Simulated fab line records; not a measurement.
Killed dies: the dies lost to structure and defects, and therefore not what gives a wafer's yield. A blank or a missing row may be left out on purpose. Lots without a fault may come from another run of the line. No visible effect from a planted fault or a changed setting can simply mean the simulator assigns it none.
fab line records    flow gf180mcu    part 2 of 2: steps 30 to 38 of 38
record: lots: 5  wafers: 15  lastDay: 33
route steps=602 shown M4@457 V4@476
lots with no fault: from the same line, run without faults
startH: start of the lot's first displayed wafer, in hours after the record's first day    waitH: hours from the lot's prior step to this one    " the same as in the row above    L1.1+2: one row covering several wafers at once    - no value, or no start was given    * or withheld: withheld    < > ~ a bound
route shown NAME@n: names a module that has steps shown in the file, with the first one's number in the route    usual: average and standard deviation across the fault-free wafers    same: alike in all rows    chamber/n: place in a boat    sites: readings site by site    _std_site: the values' standard deviation    _edge_site: inner sites' mean taken away from outer sites' mean    radiusMm: how far each site lies from the wafer's centre    mask NAME#n: copy n    behind: the last tool/chamber to shape the wafer    hold: cause of the lot's hold/its duration in hours/its outcome    device: which transistor (n, p or np) failed to switch    end of line: the route-end tests of the same wafers    a step without rows: its recipe alone    killed: at the first sort, the dies lost to defects and structure; wafer yield is something else    map: the dies of a wafer, with x for killed, . for not killed, _ for no die there
set.NAME: the setting the step ran with; set.NAME@STEP: the setting that earlier step ran with    model.NAME: the simulator's own value behind a step, which no gauge read
a table for each step, a row for each wafer; lots at some steps of the route
services: from which hour (startH, from the record's first day; less than 0 if before it) a tool's chamber was out of use, for how many hours, and why
== steps ==
step: GF_V4_SOFTBAKE_10
recipe: tempC: 130  timeS: 60  resist: KrF
usual: heaterPowerTotalW: 93.05/0.059
lot.wafer  tool           chamber  startH  waitH  heaterPowerTotalW
L075.1     lithoTrack-01  0        -       -      93.11
L075.4     "              0        "       "      93.06
L075.6     "              0        "       "      93.03
L076.3     lithoTrack-01  0        -       -      93.05
L076.5     "              0        "       "      93.00
L076.6     "              0        "       "      93.06
L078.2     lithoTrack-04  0        -       -      92.94
L078.4     "              0        "       "      93.04
L078.5     "              0        "       "      93.06
L089.2     lithoTrack-02  0        -       -      92.89
L089.4     "              0        "       "      92.99
L089.5     "              0        "       "      93.08
L092.4     lithoTrack-02  0        -       -      93.02
L092.5     "              0        "       "      93.01
L092.6     "              0        "       "      92.96
step: GF_V4_EXPOSE_11
recipe: maskId: Via4  targetCdNm: 260  na: 0.68  sourceShape: conventional  sigmaOuter: 0.6  doseMj: 38
usual: reticleTempC: 22.98/0.1
lot.wafer  tool           chamber  startH  waitH  mask    reticleTempC
L075.1     krfScanner-02  0        -       -      Via4#0  22.84
L075.4     "              0        "       "      Via4#0  22.85
L075.6     "              0        "       "      Via4#0  22.93
L076.3     krfScanner-01  0        -       -      Via4#0  22.89
L076.5     "              0        "       "      Via4#0  23.08
L076.6     "              0        "       "      Via4#0  23.14
L078.2     krfScanner-01  0        -       -      Via4#0  22.90
L078.4     "              0        "       "      Via4#0  22.79
L078.5     "              0        "       "      Via4#0  22.87
L089.2     krfScanner-02  0        -       -      Via4#0  22.84
L089.4     "              0        "       "      Via4#0  22.88
L089.5     "              0        "       "      Via4#0  22.90
L092.4     krfScanner-01  0        -       -      Via4#0  22.91
L092.5     "              0        "       "      Via4#0  22.90
L092.6     "              0        "       "      Via4#0  23.06
step: GF_V4_PEB_12
recipe: pebTempC: 135  pebTimeS: 90  resist: KrF
usual: heaterPowerTotalW: 85.70/0.087
lot.wafer  tool           chamber  startH  waitH  heaterPowerTotalW
L075.1     lithoTrack-01  0        -       -      85.57
L075.4     "              0        "       "      85.78
L075.6     "              0        "       "      85.66
L076.3     lithoTrack-02  0        -       -      85.79
L076.5     "              0        "       "      85.82
L076.6     "              0        "       "      85.61
L078.2     lithoTrack-02  0        -       -      85.64
L078.4     "              0        "       "      85.72
L078.5     "              0        "       "      85.82
L089.2     lithoTrack-01  0        -       -      85.66
L089.4     "              0        "       "      85.75
L089.5     "              0        "       "      85.60
L092.4     lithoTrack-02  0        -       -      85.63
L092.5     "              0        "       "      85.75
L092.6     "              0        "       "      85.89
step: GF_V4_DEVELOP_13
recipe: developTimeS: 60  resist: KrF  devTempC: 21
lot.wafer   tool           chamber  startH  waitH
L075.1+4+6  lithoTrack-01  0        568.30  0.2
L076.3+5+6  lithoTrack-02  0        573.25  0.1
L078.2+4+5  lithoTrack-02  0        593.37  0.2
L089.2+4+5  lithoTrack-01  0        677.77  0.2
L092.4+5+6  lithoTrack-02  0        697.42  0.1
step: GF_V4_CD_MEAS_14
recipe: targetCdNm: 260
usual: cdNm: 259.3/1.1
lot.wafer  tool      chamber  startH  waitH  cdNm
L075.1     cdSem-01  -        568.45  0.1    257.9
L075.4     "         -        "       "      257.7
L075.6     "         -        "       "      257.8
L076.3     cdSem-01  -        573.39  0.1    258.6
L076.5     "         -        "       "      258.7
L076.6     "         -        "       "      258.0
L078.2     cdSem-01  -        593.52  0.1    260.1
L078.4     "         -        "       "      260.0
L078.5     "         -        "       "      258.8
L089.2     cdSem-01  -        678.05  0.3    258.1
L089.4     "         -        "       "      258.7
L089.5     "         -        "       "      257.3
L092.4     cdSem-02  -        697.56  0.1    258.9
L092.5     "         -        "       "      257.6
L092.6     "         -        "       "      257.2
step: GF_V4_OVL_MEAS_15
usual: V4_OVL: -1/5.5
lot.wafer  tool        chamber  startH  waitH  V4_OVL[nm]
L075.1     overlay-02  -        568.57  0.1    -6
L075.4     "           -        "       "      -4
L075.6     "           -        "       "      0
L076.3     overlay-02  -        573.48  0.1    5
L076.5     "           -        "       "      -2
L076.6     "           -        "       "      1
L078.2     overlay-01  -        593.62  0.1    9
L078.4     "           -        "       "      9
L078.5     "           -        "       "      2
L089.2     overlay-02  -        678.16  0.1    -2
L089.4     "           -        "       "      -5
L089.5     "           -        "       "      -7
L092.4     overlay-01  -        697.67  0.1    -2
L092.5     "           -        "       "      -3
L092.6     "           -        "       "      -1
step: GF_V4_ETCH_16
recipe: chemistry: N2/H2  targetDepthA: withheld  overetchA: withheld  timeS: withheld  target: BARC  ionEnergyEv: 200  sourceW: 500  biasW: 100  pressureMtorr: 30  n2FlowSccm: 100  h2FlowSccm: 200
usual: drypumpMotorCurrentA: 5.82/0.29  h2FlowSccm: 200.0/0.62  oesProductAu: 0.855/0.0044  throttleValvePct: 13.224/0.0086
lot.wafer  tool        chamber  startH  waitH  drypumpMotorCurrentA  h2FlowSccm  oesProductAu  throttleValvePct
L075.1     rieDiel-03  3        568.60  0.0    5.65                  199.9       0.851         13.209
L075.4     "           2        "       "      5.64                  200.7       0.861         13.218
L075.6     "           0        "       "      5.81                  199.7       0.853         13.227
L076.3     rieDiel-03  3        573.50  0.0    5.63                  200.7       0.844         13.225
L076.5     "           2        "       "      5.62                  200.5       0.855         13.234
L076.6     "           3        "       "      5.64                  200.1       0.858         13.223
L078.2     rieDiel-03  0        593.65  0.0    5.83                  200.5       0.855         13.227
L078.4     "           3        "       "      5.64                  198.9       0.855         13.223
L078.5     "           3        "       "      5.67                  199.6       0.850         13.227
L089.2     rieDiel-02  2        678.19  0.0    5.92                  200.2       0.858         13.236
L089.4     "           3        "       "      5.54                  200.9       0.860         13.226
L089.5     "           1        "       "      6.33                  199.9       0.849         13.219
L092.4     rieDiel-02  2        697.69  0.0    5.88                  199.3       0.858         13.231
L092.5     "           3        "       "      5.56                  199.0       0.854         13.228
L092.6     "           2        "       "      5.91                  200.4       0.857         13.213
step: GF_V4_ETCH_17
recipe: chemistry: C4F8/O2/Ar  maskMaterial: KrF  target: SiO2  stopOn: TiN  sourceW: 1500  biasW: 1200  pressureMtorr: 40  c4f8FlowSccm: withheld  O2_flow_sccm: 6  Ar_flow_sccm: 300  timeS: withheld  targetDepthA: 6300
usual: oesProductAu: 0.857/0.0043
lot.wafer  tool        chamber  startH  waitH  oesProductAu
L075.1     rieDiel-03  3        -       -      0.859
L075.4     "           2        "       "      0.856
L075.6     "           0        "       "      0.855
L076.3     rieDiel-03  3        -       -      0.853
L076.5     "           2        "       "      0.851
L076.6     "           3        "       "      0.854
L078.2     rieDiel-03  0        -       -      0.859
L078.4     "           3        "       "      0.856
L078.5     "           3        "       "      0.853
L089.2     rieDiel-02  2        -       -      0.867
L089.4     "           3        "       "      0.848
L089.5     "           1        "       "      0.857
L092.4     rieDiel-02  2        -       -      0.853
L092.5     "           3        "       "      0.849
L092.6     "           2        "       "      0.850
step: GF_V4_STRIP_18
recipe: chemistry: O2/N2  powerW: 1400  pressureMtorr: 1500  platenTempC: 250  o2FlowSccm: 3000  n2FlowSccm: 300  overashFraction: 0.5
usual: drypumpMotorCurrentA: 5.9/0.41  heaterPowerW: 336/32  oesProductAu: 0.593/0.005
lot.wafer  tool            chamber  startH  waitH  drypumpMotorCurrentA  heaterPowerW  oesProductAu  rfHoursCounterH
L075.1     plasmaAsher-01  0        568.73  -      6.3                   378           0.592         99
L075.4     "               1        "       "      5.4                   312           0.593         -
L075.6     "               0        "       "      6.3                   373           0.589         -
L076.3     plasmaAsher-01  0        573.67  -      6.4                   367           0.589         -
L076.5     "               0        "       "      6.3                   372           0.602         -
L076.6     "               1        "       "      5.5                   317           0.590         -
L078.2     plasmaAsher-02  1        593.78  -      5.8                   380           0.589         48
L078.4     "               0        "       "      5.4                   297           0.594         -
L078.5     "               1        "       "      5.9                   379           0.594         -
L089.2     plasmaAsher-03  1        678.32  -      5.9                   339           0.590         25
L089.4     "               0        "       "      6.5                   327           0.603         -
L089.5     "               1        "       "      5.9                   349           0.592         -
L092.4     plasmaAsher-01  0        697.85  -      6.3                   366           0.591         -
L092.5     "               0        "       "      6.3                   373           0.598         -
L092.6     "               1        "       "      5.4                   305           0.593         -
== services ==
tool           chamber  startH  hours  kind
krfScanner-01  -        499.03  0.4    repair
krfScanner-02  -        503.17  1.3    pm
rieDiel-03     1        504.06  9.3    repair
krfScanner-01  -        528.64  1.0    pm
krfScanner-02  -        533.86  0.8    repair
rieDiel-02     -        539.63  2.8    pm
pecvd-01       -        556.40  1.5    repair
krfScanner-01  -        570.84  4.4    pm
rieDiel-03     2        573.78  9.2    repair
krfScanner-01  -        575.22  1.3    pm
krfScanner-01  -        577.52  0.8    pm
rieDiel-03     0        597.90  6.7    repair
krfScanner-01  -        601.74  0.4    repair
rieDiel-03     2        604.19  4.7    repair
pvdSputter-04  -        616.69  2.2    repair
krfScanner-01  -        625.70  4.0    pm
krfScanner-01  -        629.72  3.6    pm
rieDiel-03     -        636.19  0.3    repair
pvdSputter-01  -        640.86  4.2    repair
krfScanner-01  -        648.73  1.1    repair
pvdSputter-04  -        676.07  2.1    repair
rieDiel-03     2        680.41  12.1   repair
pvdSputter-01  -        684.21  1.8    repair
krfScanner-01  -        697.64  1.0    pm
